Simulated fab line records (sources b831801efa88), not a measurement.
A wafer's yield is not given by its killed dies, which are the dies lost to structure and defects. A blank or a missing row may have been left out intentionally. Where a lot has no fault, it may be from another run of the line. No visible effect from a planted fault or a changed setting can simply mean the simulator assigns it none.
8D (eight disciplines) problem report, filled in by code ; flow gf180mcu ; the parts of the form that need people (team, actions taken, sign-off) are left out

1. WHAT IS WRONG
SALICIDE_TIN_RS at GF_SALICIDE_RS_MEAS_04 reads a mean of 14.6 ohm/sq on 2 wafers of 2 lots; wafers without a fault read 16.4 ohm/sq with a standard deviation of 0.31. Measured from the usual mean, that is -5.8 standard deviations.
The step: measures by four-point-probe.
First observed at day 18 14:23: wafer L965.2, on filmMetro-01. Wafers with a number at this step in the record: 36, from 12 lots. By rule, "out" or "out of limits" means more than 4 standard deviations away from the usual mean. The rest of the wafers with a number are treated as sound.

2. WHAT IT IS, WHAT IT ISN'T
question;is;is not
which readings at this step;SALICIDE_TIN_RS;-
which lots;L965, L967;L955, L957, L958, L960, L972, L973, L974, L975, L976, L978
which wafers of those lots;L965.2, L967.2;L965.3, L965.5, L967.3, L967.4
read on which gauges;filmMetro-01, filmMetro-04;filmMetro-03
when;from day 18 14:23;"up to then (14 sound wafers); but 20 sound wafers of L967, L972, L973, L974, L975, L976, L978 came after"

3. SUSPECTS, AND WHAT RULES EACH OUT
Counting: any tool at a process step up to the reading remains a suspect provided it ran every lot that is out. Sound lots after the first of them don't rule it out here, since some wafers of a struck lot are sound.
- ruled out: the gauge at GF_SALICIDE_RS_MEAS_04. The wafers that are out were read on 2 gauges (filmMetro-01, filmMetro-04).
- rieDiel-04 at GF_HV_LDD_ETCHBACK_58 (etches Si3N4 in CH3F/O2, stops on SiO2, time 100 s, target depth 90 nm): kept. It processed each lot that is out (first: L965, day 15 17:25); up to then, its last sound lot is L958 (day 13 17:20).
- pvdSputter-03 at GF_SALICIDE_SPUTTER_03 (material TiN, target thk 20 nm, time 16.7 s): kept. It processed each lot that is out (first: L965, day 18 14:20); up to then, its last sound lot is L958 (day 16 09:19). Out on those wafers are its own readings of cathodeDcPowerW.
- rieDiel-04, GF_HV_LDD_ETCHBACK_58: wafers that are out in chamber 3, sound lot-mates in chambers 0, 1, 2.
The count leaves pvdSputter-03 at GF_SALICIDE_SPUTTER_03 and rieDiel-04 at GF_HV_LDD_ETCHBACK_58.

4. THE CAUSE (what the simulator had put in)
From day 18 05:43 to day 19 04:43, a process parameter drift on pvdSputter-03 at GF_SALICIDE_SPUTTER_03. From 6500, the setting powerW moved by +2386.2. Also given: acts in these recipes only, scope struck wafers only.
Counting leaves 2 suspects; this tool is one of them.

5. SEQUENCE OF EFFECTS, ordered by route
Rows list readings where the struck wafers' mean (over those with a number) sits beyond 3 standard deviations from the usual. Scope: only readings with a usual standard deviation given in the record; hours: median across lots of the time from each lot's start at the first step in this table that gives one to its start at this step; sigmas: change in usual standard deviations.
hours;step;reading;usual;on struck wafers;change;sigmas
0;GF_SALICIDE_SPUTTER_03;cathodeDcPowerW;6500.0 W;8885.9;+2385.9;+99 or more
0;GF_SALICIDE_RS_MEAS_04;SALICIDE_TIN_RS;16.4 ohm/sq;14.6;-1.8;-5.8
0;GF_SALICIDE_THK_MEAS_05;SALICIDE_TIN_THK;20.05 nm;27.48;+7.43;+27
Process steps it contains:
- GF_SALICIDE_SPUTTER_03: material TiN, target thk 20 nm, time 16.7 s.

6. HOW IT WOULD HAVE BEEN CAUGHT EARLIER
9 hours passed between the start of the fault at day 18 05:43 and the first reading out of limits at a measuring or inspecting step in this record, taken at day 18 14:23.
The tool's own readings at GF_SALICIDE_SPUTTER_03 were out on every struck wafer that the step has a row for (cathodeDcPowerW): an alarm limit on them would have fired on the first of those.
L967, from the lots that are out (2), started GF_SALICIDE_SPUTTER_03 on pvdSputter-03 later than day 18 14:23. It would have been spared by a hold on the tool at that moment.
